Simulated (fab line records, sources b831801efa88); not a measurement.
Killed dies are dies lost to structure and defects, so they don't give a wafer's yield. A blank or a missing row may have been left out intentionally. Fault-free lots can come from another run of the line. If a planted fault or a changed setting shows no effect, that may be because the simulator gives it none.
Comparing a struck lot with a sound one || flow gf180mcu || 14 steps out of a route of 602
Sound: these wafers, L340.1, L340.4, L340.5. The struck wafers were L349.1, L349.3, L349.5. The cause is given at the end.
For every step that has rows: the tool of each side, followed by ch and its chambers, followed by its first start. Under that, the readings that differ: sound wafers || struck wafers || difference of the means || sigmas: that difference in standard deviations of wafers without a fault.
alike: readings with means less than 2 such deviations apart, plus words and numbers identical on both sides. not compared: withheld readings, readings lacking a value on some wafer, bounds such as >300 that could conceal the same value, and numbers that have no deviation in the record and whose values overlap.
The two part at a step that has a row with sigmas, a row that says differs or no value, or rows on one side only. Non-overlapping numbers with no deviation appear without sigmas and do not part them. A reading that every wafer of one side lacks parts them only if that side has two wafers or more.

GF_POLY_GATE_OVL_MEAS_11:
  sound: overlay-02 at day 10 03:26; struck: overlay-02 at day 12 15:41
  alike: POLY_GATE_OVL
GF_POLY_GATE_ETCH_12: etches BARC in N2/H2.
  sound on rieDiel-03 ch 1,2, day 10 03:28; struck on rieDiel-01 ch 0,3, day 12 15:43
  alike: drypumpMotorCurrentA, oesProductAu, throttleValvePct
GF_POLY_GATE_ETCH_13: etches poly-Si in HBr/Cl2, stops on SiO2, target depth 198.5 nm, time 69.6 s.
  sound on rieSi-01 ch 0,2,3, day 10 03:31; struck on rieSi-01 ch 0,1,3, day 12 15:46
  alike: drypumpMotorCurrentA, oesProductAu, throttleValvePct
  not compared: rfHoursCounterH
GF_POLY_GATE_STRIP_14: strips in O2/N2.
  sound on plasmaAsher-03 ch 1, day 10 03:35; struck on plasmaAsher-04 ch 0,1, day 12 15:50
  alike: drypumpMotorCurrentA, heaterPowerW, oesProductAu
  not compared: rfHoursCounterH
then, 2 steps without rows for these wafers: GF_POLY_GATE_CLEAN_15 (cleans in SC1/SC2, time 150 s); GF_POLY_GATE_OXIDATION_16 (stabilise 600 s, purge 300 s, target thk 4 nm).
GF_POLY_GATE_THK_MEAS_17:
  sound: filmMetro-03 at day 10 05:16; struck: filmMetro-03 at day 12 17:46
{"reading": "POLY_GATE_OXIDATION_THK (nm)", "sound": "3.84 3.83 3.90", "struck": "4.14 4.11 4.12", "difference": "+0.27", "sigmas": "+3"}
GF_POLY_GATE_CD_MEAS_18:
  sound: cdSem-02 at day 10 05:20; struck: cdSem-01 at day 12 17:49
  alike: cdNm
then, 4 steps without rows for these wafers: GF_HV_LDD_DEHYDRATE_00 (time 60 s); GF_HV_LDD_HMDS_01 (prime time 60 s); GF_HV_LDD_COAT_02 (resist thk 1000 nm); GF_HV_LDD_SOFTBAKE_03 (time 60 s).
GF_HV_LDD_EXPOSE_04: exposes mask Nplus LV AREA, target cd 400 nm.
  sound on ilineStepper-02 ch 0, day 10 14:23; struck on ilineStepper-02, day 13 03:36
  no value came back on the struck wafers for exposureDoseMJCm2, focusOffsetNm (nm); on the sound wafers exposureDoseMJCm2 reads 139.72 139.83 139.80
  alike: mask
after that, 1 step had no rows for these wafers: GF_HV_LDD_PEB_05.

## WHERE THEY PART
At GF_POLY_GATE_THK_MEAS_17 first; at GF_HV_LDD_EXPOSE_04 last (within this record only).

WHY: the cause the simulator had injected
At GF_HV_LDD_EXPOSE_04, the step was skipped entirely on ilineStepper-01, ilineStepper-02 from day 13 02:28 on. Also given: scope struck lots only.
